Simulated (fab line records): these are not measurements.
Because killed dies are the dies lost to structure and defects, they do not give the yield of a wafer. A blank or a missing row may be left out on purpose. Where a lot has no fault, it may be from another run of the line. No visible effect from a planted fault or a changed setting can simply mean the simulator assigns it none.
Matching of chambers    flow sky130    SKY_VIA1_HDPCVD_00 on hdpcvd-01: 3 sister chambers
The step deposits SiO2, target thk 1030 nm, time 171.7 s. 3 wafers are shown with their chamber, then 8 later ones without.

== EACH WAFER AND ITS CHAMBER ==
wafer   chamber  pressure mtorr (mTorr)
L694.1  1        5.993
L695.5  0        6.014
L695.6  2        5.981

== WAFERS WHOSE CHAMBER IS MISSING ==
wafer   pressure mtorr (mTorr)
L696.1  5.980
L696.5  5.986
L704.2  6.015
L704.4  6.011
L704.6  5.994
L706.1  6.014
L706.4  5.983
L706.5  6.014

== EACH ONE'S CHAMBER ==
wafer    from the rows above       in truth
L696.1   2                         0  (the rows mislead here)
L696.5   can't be placed: 2 or 1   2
L704.2   0                         0
L704.4   0                         0
L704.6   1                         1
L706.1   0                         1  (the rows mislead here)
L706.4   2                         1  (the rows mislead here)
L706.5   0                         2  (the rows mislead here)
Correctly placed: 3 of 8. Not placeable from these rows: 1 (in 1, the candidates include the true chamber). Placed wrongly: 4.
How it was worked out, from the rows above alone: a wafer's distance from a chamber is the root of the sum, over the readings, of the square of ((its reading less the chamber's mean) divided by the reading's scatter). If the next closest chamber is less than 2 further off than the closest, the wafer can't be placed; otherwise it belongs to the closest. A chamber's mean is the mean of its shown wafers. The scatter (one wafer shown for each chamber): square how far every hidden wafer sits from the nearest shown wafer, average those squares and take the square root.
